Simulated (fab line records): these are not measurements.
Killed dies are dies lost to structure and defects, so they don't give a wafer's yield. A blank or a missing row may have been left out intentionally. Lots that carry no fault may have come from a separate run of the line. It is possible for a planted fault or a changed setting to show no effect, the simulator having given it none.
A lot that was struck, set against a sound lot -- flow sky130 -- 18 out of 708 route steps
Sound: wafers L378.1, L378.5, L378.6. Struck: wafer L386.6. (L386.3, L386.5 of the same lot were not struck and are left out.) The cause comes at the end.
Each step with rows lists, per side, the tool, then ch with its chambers, then its first start. Under that, the readings that differ: sound wafers -- struck wafers -- difference of the means -- sigmas: that difference in standard deviations of wafers without a fault.
alike: readings with means less than 2 such deviations apart, plus words and numbers identical on both sides. not compared: withheld readings, readings lacking a value on some wafer, bounds such as >300 that could conceal the same value, and numbers that have no deviation in the record and whose values overlap.
Wherever a step has rows on one side only, a row that says differs or no value, or a row with sigmas, the two part there. Numbers that have no deviation but don't overlap get no sigmas and don't part them. A reading that every wafer of one side lacks parts them only if that side has two wafers or more.

first, 5 steps without rows for these wafers: SKY_VIA4_COAT_06 (resist thk 1140 nm); SKY_VIA4_SOFTBAKE_07 (time 60 s); SKY_VIA4_EXPOSE_08 (exposes mask VIM4, target cd 800 nm); SKY_VIA4_PEB_09; SKY_VIA4_DEVELOP_10 (develop time 60 s).
SKY_VIA4_OVL_MEAS_11:
  sound on overlay-02, day 43 11:45; struck on overlay-02, day 45 17:02
  alike: VIA4_OVL
SKY_VIA4_ETCH_12: etches SiO2 in C4F8/O2/Ar, stops on TiN, target depth 580 nm.
  sound on rie diel-02 ch 2,3, day 43 11:47; struck on rie diel-02 ch 0, day 45 17:03
reading,sound,struck,difference,sigmas
oes product au (a.u.),0.930 0.921 0.927,0.936,+0.010,+2
SKY_VIA4_STRIP_13: strips in O2/N2.
  sound on plasma asher-04 ch 0,1, day 43 11:52; struck on plasma asher-04 ch 0, day 45 17:10
  alike: drypump motor current A, n2 flow sccm, oes product au, strip time to endpoint s
  not compared: rf hours counter h
then, 3 steps without rows for these wafers: SKY_VIA4_STRIP_14 (strips in post etch residue remover, time 1200 s); SKY_VIA4_CLEAN_15 (cleans in IPA, time 180 s); SKY_VIA4_CLEAN_16 (cleans in O3/DIW).
SKY_VIA4_SPUTTER_17: material TiN, target thk 20 nm, time 80 s.
  sound on pvd sputter-04, day 43 12:55; struck on pvd sputter-04, day 45 17:43
  alike: throttle valve pct
SKY_VIA4_CVD_18: deposits W, target thk 505 nm, time 152.14 s.
  sound on cvd w-01 ch 0,1, day 43 12:58; struck on cvd w-02 ch 0, day 45 17:50
reading,sound,struck,difference,sigmas
model.W_of_VIA4_CVD_18.thk nm (nm),468.6 469.5 469,652.5,+183.5,
  alike: heater power w
SKY_VIA4_RS_MEAS_19: measures by four-point-probe.
  sound on film metro-02, day 43 13:07; struck on film metro-01, day 45 17:58
reading,sound,struck,difference,sigmas
VIA4_W_RS (ohm/sq),0.2444 0.2437 0.2439,0.1747,-0.0693,-24
SKY_VIA4_THK_MEAS_20: measures by xrf.
  sound on film metro-02, day 43 13:14; struck on film metro-01, day 45 18:04
reading,sound,struck,difference,sigmas
VIA4_W_THK (nm),472 471 468,663,+193,+30
SKY_VIA4_CMP_21: polishes, stops on SiO2, t overpolish 25 s, target thk 0 nm.
  sound on cmp-01 ch 0,1,3, day 43 13:35; struck on cmp-01 ch 2, day 45 18:10
reading,sound,struck,difference,sigmas
time to endpoint s (s),116 111 118,157,+42,+11
  alike: edge zone pressure frac, motor current A
SKY_METAL5_SPUTTER_00: material Ti, target thk 15 nm, time 10 s.
  sound on pvd sputter-04, day 43 13:44; struck on pvd sputter-02, day 45 18:25
reading,sound,struck,difference,sigmas
throttle valve pct (%),29.5 31.5 31.0,26.8,-3.9,-3
-- the record jumps here: 3 days lie between the struck wafers' starts before and after (it left off in module METAL5 and takes up again in module PAD_OPEN, whose first step shown is number 708 of the route) --
SKY_PAD_OPEN_PROBE_99:
  rows exist in the record for the struck wafers here (prober-01, day 48 10:53), but not for the sound ones

## WHERE THEY PART
At SKY_VIA4_ETCH_12 first; at SKY_PAD_OPEN_PROBE_99 last (within this record only).

WHY: what had been put in by the simulator
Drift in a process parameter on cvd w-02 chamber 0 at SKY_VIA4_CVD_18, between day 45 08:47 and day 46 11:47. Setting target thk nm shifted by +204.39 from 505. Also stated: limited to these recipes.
